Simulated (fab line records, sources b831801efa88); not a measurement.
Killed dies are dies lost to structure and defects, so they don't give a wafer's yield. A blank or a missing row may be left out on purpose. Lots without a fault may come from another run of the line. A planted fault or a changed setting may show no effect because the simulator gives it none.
fab line records | flow gf180mcu
record lots=5 wafers=15 last_day=33
route steps=602 shown M3@428 V3@429 M4@456
lots that met no fault: from a run of the same line without faults
start_h: hours from the record's first day to the start of the lot's first wafer shown | wait_h: hours since the lot's step before | " the same as in the row above | L1.1+2: a row that stands for several wafers | - no value, or no start given | * or withheld: withheld | < > ~ a bound
route shown NAME@n: a module of which the file shows steps, and the number in the route of the first | usual: mean/standard deviation of fault-free wafers | same: alike in all rows | chamber/n: place in a boat | sites: the reading at each site | _std_site: their standard deviation | _edge_site: outer sites' mean less inner sites' | radius_mm: how far each site lies from the wafer's centre | mask NAME#n: copy n | behind: the tool/chamber that last shaped the wafer | hold: why the lot was held/for how many hours/how that ended | device: the transistor (n, p or np) that didn't switch | end of line: the same wafers' tests at the end of the route | a step without rows: its recipe alone | killed: dies lost to structure and defects at the first sort, not the wafer's yield | map: a wafer's dies, x killed, . not, _ none there
set.NAME: the setting as run; set.NAME@STEP: as run at that earlier step | model.NAME: the simulator's own value behind a step, which no gauge read
lots at some steps of the route; a table a step, a row a wafer
services: from which hour (start_h, from the record's first day; less than 0 if before it) a tool's chamber was out of use, for how many hours, and why
## steps
# step GF_M3_CLEAN_19
# recipe chemistry=DIW dry=n2_spin
# columns lot.wafer tool chamber start_h wait_h
L076.1+3+4 wet_bench-04 0 511.89 0.0
L077.2+3+5 wet_bench-01 1 516.20 0.0
L084.1+5+6 wet_bench-04 3 587.56 0.0
L089.2+3+5 wet_bench-04 2 625.41 0.0
L090.1+2+5 wet_bench-03 1 634.68 0.0
# step GF_V3_CVD_00
# recipe material=SiO2 target_thk_nm=600 sigma_open_frac=0.3 temp_c=400 time_s=100 sih4_flow_sccm=60 pressure_mtorr=6
# columns lot.wafer tool chamber start_h wait_h
L076.1+3+4 hdpcvd-02 0,2,0 511.98 0.0
L077.2+3+5 hdpcvd-01 0,2,2 516.29 0.0
L084.1+5+6 hdpcvd-02 2,2,0 587.65 0.0
L089.2+3+5 hdpcvd-02 0,0,1 625.61 0.0
L090.1+2+5 hdpcvd-02 0,1,2 634.77 0.0
# step GF_V3_THK_MEAS_01
# recipe reads=SiO2_of_V3_CVD_00
# usual V3_CVD_00_THK=602/6.2
# columns lot.wafer tool chamber start_h wait_h V3_CVD_00_THK[nm]
L076.1 film_metro-01 - 512.05 0.0 611
L076.3 " - " " 605
L076.4 " - " " 615
L077.2 film_metro-03 - 516.37 0.0 602
L077.3 " - " " 604
L077.5 " - " " 601
L084.1 film_metro-03 - 587.72 0.0 603
L084.5 " - " " 603
L084.6 " - " " 609
L089.2 film_metro-02 - 625.73 0.1 605
L089.3 " - " " 608
L089.5 " - " " 606
L090.1 film_metro-02 - 634.85 0.0 611
L090.2 " - " " 600
L090.5 " - " " 591
# step GF_V3_CVD_02
# recipe material=SiO2 target_thk_nm=850 precursor=TEOS temp_c=400 time_s=94.851 rf_w=600
# usual heater_power_w=606/100
# columns lot.wafer tool chamber start_h wait_h heater_power_w
L076.1 pecvd-04 1 512.11 0.1 508
L076.3 " 2 " " 700
L076.4 " 0 " " 652
L077.2 pecvd-04 1 516.42 0.0 396
L077.3 " 2 " " 696
L077.5 " 0 " " 744
L084.1 pecvd-01 2 587.78 0.1 697
L084.5 " 1 " " 548
L084.6 " 0 " " 483
L089.2 pecvd-01 1 625.78 0.0 453
L089.3 " 2 " " 636
L089.5 " 0 " " 576
L090.1 pecvd-04 0 634.91 0.1 750
L090.2 " 2 " " 731
L090.5 " 2 " " 570
# step GF_V3_THK_MEAS_03
# recipe reads=SiO2_of_V3_CVD_02
# usual V3_CVD_02_THK=846/12
# columns lot.wafer tool chamber start_h wait_h V3_CVD_02_THK[nm]
L076.1 film_metro-03 - 512.18 0.0 834
L076.3 " - " " 855
L076.4 " - " " 858
L077.2 film_metro-01 - 516.50 0.0 828
L077.3 " - " " 842
L077.5 " - " " 849
L084.1 film_metro-01 - 587.85 0.0 841
L084.5 " - " " 841
L084.6 " - " " 841
L089.2 film_metro-01 - 625.86 0.0 835
L089.3 " - " " 828
L089.5 " - " " 845
L090.1 film_metro-03 - 634.98 0.0 846
L090.2 " - " " 857
L090.5 " - " " 863
# step GF_V3_CMP_04
# recipe material=SiO2 down_force_psi=4 platen_rpm=60 pad_velocity_m_s=0.94248
# usual motor_current_A=12.4/2.2 slurry_filter_dp_kPa=13.51/0.13 time_to_endpoint_s=79/6.4
# columns lot.wafer tool chamber start_h wait_h motor_current_A slurry_filter_dp_kPa time_to_endpoint_s
L076.1 cmp-02 0 512.24 0.1 15.5 13.50 70
L076.3 " 1 " " 14.1 13.58 84
L076.4 " 2 " " 11.1 13.60 86
L077.3 cmp-02 1 516.65 0.1 14.7 13.37 84
L077.2 " 2 " " 10.8 13.40 75
L077.5 " 3 " " 10.6 13.59 79
L084.1 cmp-02 2 587.96 0.1 11.4 13.35 74
L084.5 " 1 " " 14.2 13.58 72
L084.6 " 2 " " 11.5 13.32 76
L089.3 cmp-02 0 625.96 0.1 16.1 13.48 67
L089.2 " 2 " " 10.8 13.75 74
L089.5 " 3 " " 9.8 13.67 71
L090.1 cmp-02 3 635.04 0.1 11.0 13.46 71
L090.2 " 0 " " 15.8 13.41 78
L090.5 " 3 " " 10.3 13.43 79
# step GF_V3_BOW_MEAS_05
# recipe mode=bow
# usual V3_BOW=119/8.1
# columns lot.wafer tool chamber start_h wait_h V3_BOW[um]
L076.1 film_metro-03 - 512.54 0.2 121
L076.3 " - " " 117
L076.4 " - " " 118
L077.2 film_metro-03 - 516.87 0.1 122
L077.3 " - " " 116
L077.5 " - " " 111
L084.1 film_metro-02 - 588.21 0.2 123
L084.5 " - " " 119
L084.6 " - " " 126
L089.2 film_metro-03 - 626.23 0.1 115
L089.3 " - " " 117
L089.5 " - " " 115
L090.1 film_metro-02 - 635.34 0.2 124
L090.2 " - " " 118
L090.5 " - " " 132
# step GF_V3_DEHYDRATE_06
# recipe temp_c=200 time_s=60
# usual plate_temp_C=199.97/0.16
# columns lot.wafer tool chamber start_h wait_h plate_temp_C
L076.1 litho_track-02 0 523.86 11.3 200.13
L076.3 " 0 " " 200.19
L076.4 " 0 " " 200.10
L077.2 litho_track-01 0 527.82 10.9 199.92
L077.3 " 0 " " 200.04
L077.5 " 0 " " 199.77
L084.1 litho_track-01 0 597.80 9.6 200.35
L084.5 " 0 " " 200.03
L084.6 " 0 " " 200.04
L089.2 litho_track-02 0 636.08 9.8 199.91
L089.3 " 0 " " 200.14
L089.5 " 0 " " 199.93
L090.1 litho_track-04 0 644.67 9.3 199.98
L090.2 " 0 " " 199.73
L090.5 " 0 " " 199.99
# step GF_V3_HMDS_07
# recipe prime_time_s=60 prime_temp_c=120
# columns lot.wafer tool chamber start_h wait_h
L076.1+3+4 litho_track-02 0 524.01 0.1
L077.2+3+5 litho_track-01 0 527.97 0.1
L084.1+5+6 litho_track-01 0 597.95 0.1
L089.2+3+5 litho_track-02 0 636.23 0.1
L090.1+2+5 litho_track-04 0 644.82 0.1
# step GF_V3_COAT_08
# recipe resist=BARC temp_c=withheld time_s=withheld spin_rpm=withheld resist_thk_nm=withheld
# columns lot.wafer tool chamber start_h wait_h
L076.1+3+4 litho_track-02 0 524.16 0.1
L077.2+3+5 litho_track-01 0 528.12 0.1
L084.1+5+6 litho_track-01 0 598.10 0.1
L089.2+3+5 litho_track-02 0 636.38 0.1
L090.1+2+5 litho_track-04 0 644.97 0.1
# step GF_V3_COAT_09
# recipe resist=KrF spin_rpm=withheld resist_thk_nm=1000
# columns lot.wafer tool chamber start_h wait_h
L076.1+3+4 litho_track-02 0 - -
L077.2+3+5 litho_track-01 0 - -
L084.1+5+6 litho_track-01 0 - -
L089.2+3+5 litho_track-02 0 - -
L090.1+2+5 litho_track-04 0 - -
# step GF_V3_SOFTBAKE_10
# recipe temp_c=130 time_s=60 resist=KrF
# usual plate_temp_C=130.01/0.13
# columns lot.wafer tool chamber start_h wait_h plate_temp_C
L076.1 litho_track-02 0 - - 129.94
L076.3 " 0 " " 129.95
L076.4 " 0 " " 130.02
L077.2 litho_track-01 0 - - 130.05
L077.3 " 0 " " 130.25
L077.5 " 0 " " 129.89
L084.1 litho_track-01 0 - - 130.06
L084.5 " 0 " " 129.90
L084.6 " 0 " " 130.34
L089.2 litho_track-02 0 - - 130.03
L089.3 " 0 " " 130.15
L089.5 " 0 " " 130.00
L090.1 litho_track-04 0 - - 129.76
L090.2 " 0 " " 129.76
L090.5 " 0 " " 129.77
# step GF_V3_EXPOSE_11
# recipe mask_id=Via3 target_cd_nm=260 na=0.68 source_shape=conventional sigma_outer=0.6 dose_mj=38
# same na=0.68
# columns lot.wafer tool chamber start_h wait_h mask
L076.1+3+4 krf_scanner-02 0 - - Via3#0
L077.2+3+5 krf_scanner-02 0 - - Via3#0
L084.1+5+6 krf_scanner-02 0 - - Via3#0
L089.2+3+5 krf_scanner-01 0 - - Via3#0
L090.1+2+5 krf_scanner-01 0 - - Via3#0
# step GF_V3_PEB_12
# recipe peb_temp_c=135 peb_time_s=90 resist=KrF
# usual plate_temp_C=135.00/0.14
# columns lot.wafer tool chamber start_h wait_h plate_temp_C
L076.1 litho_track-04 0 - - 135.11
L076.3 " 0 " " 135.18
L076.4 " 0 " " 135.16
L077.2 litho_track-04 0 - - 134.83
L077.3 " 0 " " 135.11
L077.5 " 0 " " 135.08
L084.1 litho_track-04 0 - - 134.99
L084.5 " 0 " " 135.09
L084.6 " 0 " " 134.97
L089.2 litho_track-01 0 - - 134.89
L089.3 " 0 " " 134.81
L089.5 " 0 " " 134.98
L090.1 litho_track-04 0 - - 134.94
L090.2 " 0 " " 134.92
L090.5 " 0 " " 134.99
# step GF_V3_DEVELOP_13
# recipe develop_time_s=60 resist=KrF dev_temp_c=21
# same develop_time_s=60
# columns lot.wafer tool chamber start_h wait_h
L076.1+3+4 litho_track-04 0 535.77 0.2
L077.2+3+5 litho_track-04 0 539.80 0.2
L084.1+5+6 litho_track-04 0 609.07 0.2
L089.2+3+5 litho_track-01 0 646.57 0.2
L090.1+2+5 litho_track-04 0 655.37 0.2
# step GF_V3_CD_MEAS_14
# recipe target_cd_nm=260
# usual cd_nm=260.0/1.2
# columns lot.wafer tool chamber start_h wait_h cd_nm
L076.1 cd_sem-02 - 535.92 0.1 258.0
L076.3 " - " " 260.6
L076.4 " - " " 259.9
L077.2 cd_sem-01 - 539.94 0.1 261.6
L077.3 " - " " 261.1
L077.5 " - " " 262.0
L084.1 cd_sem-02 - 609.22 0.1 261.1
L084.5 " - " " 261.2
L084.6 " - " " 260.1
L089.2 cd_sem-02 - 646.72 0.1 259.5
L089.3 " - " " 259.4
L089.5 " - " " 259.7
L090.1 cd_sem-02 - 655.52 0.1 259.5
L090.2 " - " " 260.2
L090.5 " - " " 259.3
# step GF_V3_OVL_MEAS_15
# usual V3_OVL=0/7
# columns lot.wafer tool chamber start_h wait_h V3_OVL[nm]
L076.1 overlay-02 - 536.04 0.1 -12
L076.3 " - " " -17
L076.4 " - " " -9
L077.2 overlay-02 - 540.05 0.1 5
L077.3 " - " " -8
L077.5 " - " " -12
L084.1 overlay-01 - 609.34 0.1 6
L084.5 " - " " 9
L084.6 " - " " -7
L089.2 overlay-02 - 646.82 0.1 7
L089.3 " - " " 2
L089.5 " - " " 15
L090.1 overlay-01 - 655.64 0.1 7
L090.2 " - " " 3
L090.5 " - " " 7
# step GF_V3_ETCH_16
# recipe chemistry=N2/H2 target_depth_a=withheld overetch_a=withheld time_s=withheld target=BARC ion_energy_ev=200 source_w=500 bias_w=100 pressure_mtorr=30 n2_flow_sccm=100 h2_flow_sccm=200
# usual drypump_motor_current_A=5.8/0.43 oes_product_au=0.855/0.0041 throttle_valve_pct=13.225/0.0096
# columns lot.wafer tool chamber start_h wait_h drypump_motor_current_A oes_product_au throttle_valve_pct
L076.1 rie_diel-01 0 536.08 0.0 5.3 0.861 13.222
L076.3 " 3 " " 5.8 0.858 13.218
L076.4 " 2 " " 6.7 0.858 13.219
L077.2 rie_diel-01 0 540.08 0.0 5.3 0.860 13.231
L077.3 " 1 " " 5.8 0.852 13.217
L077.5 " 3 " " 5.8 0.856 13.229
L084.1 rie_diel-04 0 609.38 0.0 5.5 0.856 13.214
L084.5 " 2 " " 6.0 0.857 13.243
L084.6 " 1 " " 5.6 0.865 13.228
L089.2 rie_diel-01 0 646.85 0.0 5.3 0.858 13.225
L089.3 " 1 " " 5.8 0.859 13.246
L089.5 " 1 " " 5.8 0.859 13.220
L090.1 rie_diel-01 2 655.68 0.0 6.7 0.857 13.226
L090.2 " 0 " " 5.3 0.853 13.218
L090.5 " 3 " " 5.8 0.855 13.233
# step GF_V3_ETCH_17
# recipe chemistry=C4F8/O2/Ar mask_material=KrF target=SiO2 stop_on=TiN source_w=1500 bias_w=1200 pressure_mtorr=40 c4f8_flow_sccm=withheld O2_flow_sccm=6 Ar_flow_sccm=300 time_s=withheld target_depth_a=6350
# usual oes_product_au=0.856/0.0045
# columns lot.wafer tool chamber start_h wait_h oes_product_au
L076.1 rie_diel-01 0 - - 0.856
L076.3 " 3 " " 0.855
L076.4 " 2 " " 0.853
L077.2 rie_diel-01 0 - - 0.852
L077.3 " 1 " " 0.851
L077.5 " 3 " " 0.856
L084.1 rie_diel-04 0 - - 0.848
L084.5 " 2 " " 0.858
L084.6 " 1 " " 0.863
L089.2 rie_diel-01 0 - - 0.865
L089.3 " 1 " " 0.866
L089.5 " 1 " " 0.857
L090.1 rie_diel-01 2 - - 0.856
L090.2 " 0 " " 0.860
L090.5 " 3 " " 0.852
# step GF_V3_STRIP_18
# recipe chemistry=O2/N2 power_w=1400 pressure_mtorr=1500 platen_temp_c=250 o2_flow_sccm=3000 n2_flow_sccm=300 overash_fraction=0.5
# usual drypump_motor_current_A=5.2/0.31 heater_power_w=342/39 oes_product_au=0.593/0.0053
# columns lot.wafer tool chamber start_h wait_h drypump_motor_current_A heater_power_w oes_product_au rf_hours_counter_h
L076.1 plasma_asher-04 0 536.21 - 5.2 310 0.597 91
L076.3 " 1 " " 5.4 303 0.583 -
L076.4 " 0 " " 5.2 308 0.596 -
L077.2 plasma_asher-04 1 540.21 - 5.3 303 0.597 91
L077.3 " 1 " " 5.4 309 0.591 -
L077.5 " 1 " " 5.4 301 0.587 -
L084.1 plasma_asher-03 1 609.51 - 4.8 370 0.598 79
L084.5 " 0 " " 4.8 393 0.584 -
L084.6 " 1 " " 4.8 365 0.594 -
L089.2 plasma_asher-03 0 646.98 - 4.8 389 0.593 84
L089.3 " 0 " " 4.8 397 0.590 -
L089.5 " 1 " " 4.8 363 0.592 -
L090.1 plasma_asher-03 0 655.80 - 4.8 398 0.599 85
L090.2 " 1 " " 4.8 370 0.591 85
L090.5 " 1 " " 4.8 359 0.590 -
# step GF_V3_STRIP_19
# recipe chemistry=post_etch_residue_remover time_s=1200 temp_c=72.5
# columns lot.wafer tool chamber start_h wait_h
L076.1+3+4 wet_bench-02 3 536.31 0.1
L077.2+3+5 wet_bench-02 2 540.31 0.1
L084.1+5+6 wet_bench-01 1 609.61 0.1
L089.2+3+5 wet_bench-02 3 647.08 0.1
L090.1+2+5 wet_bench-02 2 655.90 0.1
# step GF_V3_CLEAN_20
# recipe chemistry=DIW dry=n2_spin
# columns lot.wafer tool chamber start_h wait_h
L076.1+3+4 wet_bench-01 1 536.68 0.0
L077.2+3+5 wet_bench-04 3 540.68 0.0
L084.1+5+6 wet_bench-02 3 609.95 0.0
L089.2+3+5 wet_bench-02 1 647.46 0.0
L090.1+2+5 wet_bench-04 3 656.28 0.0
# step GF_V3_SPUTTER_21
# recipe material=Ti target_thk_nm=15 chamber_pressure_pa=5 power_w=2500 substrate_temp_c=200 time_s=80.02
# usual throttle_valve_pct=30.2/1
# columns lot.wafer tool chamber start_h wait_h throttle_valve_pct
L076.1 pvd_sputter-02 - 536.78 0.0 29.8
L076.3 " - " " 28.3
L076.4 " - " " 30.1
L077.2 pvd_sputter-03 - 540.77 0.0 29.7
L077.3 " - " " 31.4
L077.5 " - " " 31.9
L084.1 pvd_sputter-02 - 610.04 0.0 29.7
L084.5 " - " " 30.3
L084.6 " - " " 29.7
L089.2 pvd_sputter-01 - 647.56 0.0 30.9
L089.3 " - " " 31.0
L089.5 " - " " 31.0
L090.1 pvd_sputter-03 - 656.37 0.0 31.3
L090.2 " - " " 32.0
L090.5 " - " " 29.8
# step GF_V3_SPUTTER_22
# recipe material=TiN target_thk_nm=10 chamber_pressure_pa=5 power_w=4000 time_s=40
# usual throttle_valve_pct=30.2/1
# columns lot.wafer tool chamber start_h wait_h throttle_valve_pct
L076.1 pvd_sputter-02 - 536.84 0.0 29.7
L076.3 " - " " 27.9
L076.4 " - " " 30.2
L077.2 pvd_sputter-03 - 540.83 0.0 29.8
L077.3 " - " " 31.7
L077.5 " - " " 32.0
L084.1 pvd_sputter-02 - 610.10 0.0 29.6
L084.5 " - " " 30.2
L084.6 " - " " 29.7
L089.2 pvd_sputter-01 - 647.62 0.0 30.7
L089.3 " - " " 31.1
L089.5 " - " " 31.1
L090.1 pvd_sputter-03 - 656.43 0.0 31.6
L090.2 " - " " 32.2
L090.5 " - " " 29.7
# step GF_V3_CVD_23
# recipe material=W target_thk_nm=350 time_s=104.9 temp_c=400 pressure_torr=40
# usual heater_power_w=824/88
# columns lot.wafer tool chamber start_h wait_h heater_power_w
L076.1 cvd_w-02 1 536.88 0.0 956
L076.3 " 1 " " 948
L076.4 " 0 " " 698
L077.2 cvd_w-01 0 540.87 0.0 795
L077.3 " 1 " " 847
L077.5 " 1 " " 842
L084.1 cvd_w-02 0 610.14 0.0 702
L084.5 " 0 " " 691
L084.6 " 0 " " 685
L089.2 cvd_w-01 1 647.66 0.0 849
L089.3 " 0 " " 811
L089.5 " 0 " " 836
L090.1 cvd_w-01 1 656.47 0.0 843
L090.2 " 0 " " 802
L090.5 " 1 " " 860
# step GF_V3_RS_MEAS_24
# recipe thk_meas_gauge=four-point-probe reads=W_of_V3_CVD_23+TiN_of_V3_SPUTTER_22+Ti_of_V3_SPUTTER_21
# usual V3_W_RS=0.326/0.0047
# columns lot.wafer tool chamber start_h wait_h V3_W_RS[ohm/sq]
L076.1 film_metro-03 - 536.99 0.1 0.318
L076.3 " - " " 0.319
L076.4 " - " " 0.326
L077.2 film_metro-01 - 541.00 0.1 0.320
L077.3 " - " " 0.332
L077.5 " - " " 0.331
L084.1 film_metro-03 - 610.36 0.2 0.323
L084.5 " - " " 0.320
L084.6 " - " " 0.323
L089.2 film_metro-03 - 647.94 0.2 0.333
L089.3 " - " " 0.321
L089.5 " - " " 0.322
L090.1 film_metro-01 - 656.58 0.1 0.334
L090.2 " - " " 0.327
L090.5 " - " " 0.338
# step GF_V3_THK_MEAS_25
# recipe thk_meas_gauge=xrf reads=W_of_V3_CVD_23
# usual V3_W_THK=346/5.7
# columns lot.wafer tool chamber start_h wait_h V3_W_THK[nm]
L076.1 film_metro-03 - 537.11 0.1 351
L076.3 " - " " 350
L076.4 " - " " 340
L077.2 film_metro-01 - 541.11 0.1 350
L077.3 " - " " 339
L077.5 " - " " 340
L084.1 film_metro-03 - 610.48 0.1 349
L084.5 " - " " 351
L084.6 " - " " 348
L089.2 film_metro-03 - 648.05 0.1 337
L089.3 " - " " 348
L089.5 " - " " 348
L090.1 film_metro-01 - 656.70 0.1 341
L090.2 " - " " 348
L090.5 " - " " 337
# step GF_V3_CMP_26
# recipe stop_on=SiO2 down_force_psi=3.5 platen_rpm=60 t_overpolish_s=15 target_thk_nm=0 pad_velocity_m_s=0.94248
# usual motor_current_A=11.1/1.9 overpolish_run_s=15.001/0.0089 slurry_filter_dp_kPa=13.50/0.15 time_to_endpoint_s=86/3.9
# columns lot.wafer tool chamber start_h wait_h motor_current_A overpolish_run_s slurry_filter_dp_kPa time_to_endpoint_s
L076.3 cmp-02 1 537.17 0.0 13.5 14.999 13.70 90
L076.1 " 3 " " 9.1 14.990 13.75 80
L076.4 " 0 " " 14.4 15.018 13.39 82
L077.3 cmp-01 2 541.16 0.0 9.0 14.993 13.65 84
L077.2 " 0 " " 12.1 14.991 13.42 87
L077.5 " 2 " " 9.1 15.012 13.26 86
L084.1 cmp-02 3 610.59 0.1 9.2 15.012 13.37 79
L084.5 " 2 " " 10.4 14.992 13.49 88
L084.6 " 3 " " 9.4 14.990 12.94 79
L089.3 cmp-01 0 648.62 0.6 12.5 15.017 13.41 89
L089.2 " 1 " " 11.8 15.004 13.58 85
L089.5 " 2 " " 9.4 15.013 13.51 86
L090.2 cmp-02 0 656.81 0.1 15.0 14.998 13.50 77
L090.1 " 1 " " 14.1 15.005 13.35 82
L090.5 " 3 " " 9.8 14.993 13.29 78
# step GF_M4_SPUTTER_00
# recipe material=Ti target_thk_nm=37.5 arriving_ion_energy_ev=80 substrate_temp_c=200 chamber_pressure_pa=2 power_w=4000 time_s=150
# usual throttle_valve_pct=29.9/1
# columns lot.wafer tool chamber start_h wait_h throttle_valve_pct
L076.1 pvd_sputter-04 - 537.47 0.1 30.0
L076.3 " - " " 27.9
L076.4 " - " " 28.3
L077.2 pvd_sputter-01 - 541.46 0.1 29.9
L077.3 " - " " 30.8
L077.5 " - " " 31.1
L084.1 pvd_sputter-04 - 610.84 0.2 30.4
L084.5 " - " " 27.5
L084.6 " - " " 31.1
L089.2 pvd_sputter-02 - 648.82 0.1 28.3
L089.3 " - " " 29.7
L089.5 " - " " 29.8
L090.1 pvd_sputter-01 - 657.06 0.1 29.8
L090.2 " - " " 30.7
L090.5 " - " " 29.8
# step GF_M4_SPUTTER_01
# recipe material=TiN target_thk_nm=30 power_w=6500 time_s=25 chamber_pressure_pa=0.4
# usual throttle_valve_pct=29.9/1
# columns lot.wafer tool chamber start_h wait_h throttle_valve_pct
L076.1 pvd_sputter-04 - 537.57 0.1 30.5
L076.3 " - " " 27.6
L076.4 " - " " 28.5
L077.2 pvd_sputter-01 - 541.56 0.1 29.8
L077.3 " - " " 31.0
L077.5 " - " " 31.0
L084.1 pvd_sputter-04 - 610.94 0.1 30.1
L084.5 " - " " 27.6
L084.6 " - " " 30.8
L089.2 pvd_sputter-02 - 648.92 0.1 27.9
L089.3 " - " " 29.8
L089.5 " - " " 29.7
L090.1 pvd_sputter-01 - 657.16 0.1 29.7
L090.2 " - " " 30.6
L090.5 " - " " 29.5
# step GF_M4_SPUTTER_02
# recipe material=AlCu target_thk_nm=450 power_w=10600 time_s=23.9 chamber_pressure_pa=0.4
# usual throttle_valve_pct=29.9/1
# columns lot.wafer tool chamber start_h wait_h throttle_valve_pct
L076.1 pvd_sputter-04 - 537.60 0.0 30.0
L076.3 " - " " 27.7
L076.4 " - " " 28.4
L077.2 pvd_sputter-01 - 541.59 0.0 29.8
L077.3 " - " " 31.0
L077.5 " - " " 30.9
L084.1 pvd_sputter-04 - 610.97 0.0 30.5
L084.5 " - " " 27.5
L084.6 " - " " 30.9
L089.2 pvd_sputter-02 - 648.95 0.0 28.5
L089.3 " - " " 29.7
L089.5 " - " " 29.8
L090.1 pvd_sputter-01 - 657.19 0.0 29.9
L090.2 " - " " 30.7
L090.5 " - " " 29.7
# step GF_M4_SPUTTER_03
# recipe material=Ti target_thk_nm=10 substrate_temp_c=300 chamber_pressure_pa=0.3 power_w=3000 time_s=6.7
# usual throttle_valve_pct=29.9/1
# columns lot.wafer tool chamber start_h wait_h throttle_valve_pct
L076.1 pvd_sputter-04 - 537.63 0.0 30.5
L076.3 " - " " 27.9
L076.4 " - " " 28.7
L077.2 pvd_sputter-01 - 541.62 0.0 29.8
L077.3 " - " " 30.9
L077.5 " - " " 30.9
L084.1 pvd_sputter-04 - 611.00 0.0 30.7
L084.5 " - " " 27.8
L084.6 " - " " 30.8
L089.2 pvd_sputter-02 - 648.98 0.0 28.2
L089.3 " - " " 29.9
L089.5 " - " " 29.7
L090.1 pvd_sputter-01 - 657.22 0.0 29.7
L090.2 " - " " 30.9
L090.5 " - " " 29.9
# step GF_M4_SPUTTER_04
# recipe material=TiN target_thk_nm=50 power_w=6500 time_s=41.7 chamber_pressure_pa=0.4
# usual throttle_valve_pct=29.9/1
# columns lot.wafer tool chamber start_h wait_h throttle_valve_pct
L076.1 pvd_sputter-04 - 537.65 0.0 30.5
L076.3 " - " " 27.7
L076.4 " - " " 28.6
L077.2 pvd_sputter-01 - 541.64 0.0 29.9
L077.3 " - " " 30.7
L077.5 " - " " 30.9
L084.1 pvd_sputter-04 - 611.02 0.0 30.5
L084.5 " - " " 27.4
L084.6 " - " " 31.2
L089.2 pvd_sputter-02 - 649.00 0.0 28.2
L089.3 " - " " 29.8
L089.5 " - " " 29.7
L090.1 pvd_sputter-01 - 657.24 0.0 30.0
L090.2 " - " " 30.6
L090.5 " - " " 29.8
# step GF_M4_RS_MEAS_05
# recipe thk_meas_gauge=four-point-probe reads=TiN_of_M4_SPUTTER_04+Ti_of_M4_SPUTTER_03+AlCu_of_M4_SPUTTER_02+TiN_of_M4_SPUTTER_01+Ti_of_M4_SPUTTER_00
# usual M4_ALCU_RS=0.0695/0.00079
# columns lot.wafer tool chamber start_h wait_h M4_ALCU_RS[ohm/sq]
L076.1 film_metro-03 - 537.69 0.0 0.0695
L076.3 " - " " 0.0683
L076.4 " - " " 0.0684
L077.2 film_metro-02 - 541.75 0.1 0.0700
L077.3 " - " " 0.0708
L077.5 " - " " 0.0700
L084.1 film_metro-04 - 611.06 0.0 0.0708
L084.5 " - " " 0.0692
L084.6 " - " " 0.0700
L089.2 film_metro-04 - 649.06 0.0 0.0708
L089.3 " - " " 0.0698
L089.5 " - " " 0.0708
L090.1 film_metro-04 - 657.28 0.0 0.0697
L090.2 " - " " 0.0699
L090.5 " - " " 0.0692
# step GF_M4_THK_MEAS_06
# recipe thk_meas_gauge=xrf reads=AlCu_of_M4_SPUTTER_02
# usual M4_ALCU_THK=452/5.2
# columns lot.wafer tool chamber start_h wait_h M4_ALCU_THK[nm]
L076.1 film_metro-03 - 537.81 0.1 451
L076.3 " - " " 457
L076.4 " - " " 458
L077.2 film_metro-02 - 541.86 0.1 452
L077.3 " - " " 444
L077.5 " - " " 451
L084.1 film_metro-04 - 611.18 0.1 442
L084.5 " - " " 452
L084.6 " - " " 447
L089.2 film_metro-04 - 649.17 0.1 445
L089.3 " - " " 450
L089.5 " - " " 447
L090.1 film_metro-04 - 657.40 0.1 450
L090.2 " - " " 450
L090.5 " - " " 455
# step GF_M4_DEHYDRATE_07
# recipe temp_c=200 time_s=60
# usual plate_temp_C=199.99/0.15
# columns lot.wafer tool chamber start_h wait_h plate_temp_C
L076.1 litho_track-04 0 548.67 10.8 200.05
L076.3 " 0 " " 200.23
L076.4 " 0 " " 200.05
L077.2 litho_track-03 0 552.01 10.1 199.66
L077.3 " 0 " " 199.87
L077.5 " 0 " " 199.95
L084.1 litho_track-04 0 620.57 9.4 200.19
L084.5 " 0 " " 200.25
L084.6 " 0 " " 200.04
L089.2 litho_track-03 0 658.01 8.8 199.87
L089.3 " 0 " " 199.90
L089.5 " 0 " " 199.91
L090.1 litho_track-04 0 666.17 8.8 200.01
L090.2 " 0 " " 200.01
L090.5 " 0 " " 199.93
# step GF_M4_HMDS_08
# recipe prime_time_s=60 prime_temp_c=120
# columns lot.wafer tool chamber start_h wait_h
L076.1+3+4 litho_track-04 0 548.82 0.1
L077.2+3+5 litho_track-03 0 552.16 0.1
L084.1+5+6 litho_track-04 0 620.72 0.1
L089.2+3+5 litho_track-03 0 658.16 0.1
L090.1+2+5 litho_track-04 0 666.32 0.1
# step GF_M4_COAT_09
# recipe resist=KrF spin_rpm=withheld resist_thk_nm=1000
# columns lot.wafer tool chamber start_h wait_h
L076.1+3+4 litho_track-04 0 548.97 0.1
L077.2+3+5 litho_track-03 0 552.31 0.1
L084.1+5+6 litho_track-04 0 620.87 0.1
L089.2+3+5 litho_track-03 0 658.31 0.1
L090.1+2+5 litho_track-04 0 666.47 0.1
# step GF_M4_SOFTBAKE_10
# recipe temp_c=130 time_s=60 resist=KrF
# usual plate_temp_C=129.99/0.13
# columns lot.wafer tool chamber start_h wait_h plate_temp_C
L076.1 litho_track-04 0 549.12 0.1 129.97
L076.3 " 0 " " 129.97
L076.4 " 0 " " 130.00
L077.2 litho_track-03 0 552.46 0.1 129.81
L077.3 " 0 " " 130.05
L077.5 " 0 " " 129.94
L084.1 litho_track-04 0 621.02 0.1 130.06
L084.5 " 0 " " 129.97
L084.6 " 0 " " 129.92
L089.2 litho_track-03 0 658.46 0.1 129.89
L089.3 " 0 " " 129.78
L089.5 " 0 " " 129.96
L090.1 litho_track-04 0 666.62 0.1 130.20
L090.2 " 0 " " 130.11
L090.5 " 0 " " 130.10
# step GF_M4_EXPOSE_11
# recipe mask_id=Metal4 target_cd_nm=280 na=0.68 source_shape=conventional sigma_outer=0.6 dose_mj=28
# same na=0.68
# columns lot.wafer tool chamber start_h wait_h mask
L076.1+3+4 krf_scanner-01 0 - - Metal4#0
L077.2+3+5 krf_scanner-01 0 - - Metal4#0
L084.1+5+6 krf_scanner-01 0 - - Metal4#0
L089.2+3+5 krf_scanner-01 0 - - Metal4#0
L090.1+2+5 krf_scanner-01 0 - - Metal4#0
## services
# columns tool chamber start_h hours kind
cmp-02 - 503.06 2.1 repair
cmp-02 - 506.45 0.8 repair
pvd_sputter-01 - 519.28 1.2 repair
pecvd-04 - 521.09 0.7 repair
krf_scanner-02 - 522.03 0.8 pm
krf_scanner-01 - 523.63 1.0 pm
krf_scanner-01 - 525.04 4.4 repair
hdpcvd-02 - 539.25 15.0 pm
cmp-02 - 540.64 3.2 repair
cmp-02 - 542.60 0.5 repair
pvd_sputter-02 - 549.32 2.9 repair
cmp-02 - 551.10 6.3 pm
krf_scanner-01 - 566.41 1.3 pm
pvd_sputter-04 - 568.94 2.7 repair
cmp-02 - 572.11 4.0 pm
wet_bench-02 - 573.86 4.4 pm
rie_diel-01 0 607.61 5.3 repair
krf_scanner-01 - 619.98 2.5 repair
hdpcvd-02 - 621.41 1.4 repair
hdpcvd-02 2 622.99 3.6 repair
krf_scanner-01 - 640.41 4.4 pm
krf_scanner-01 - 646.08 4.0 pm
cmp-02 - 646.99 2.6 repair
krf_scanner-01 - 656.07 0.8 pm
## key
fault none
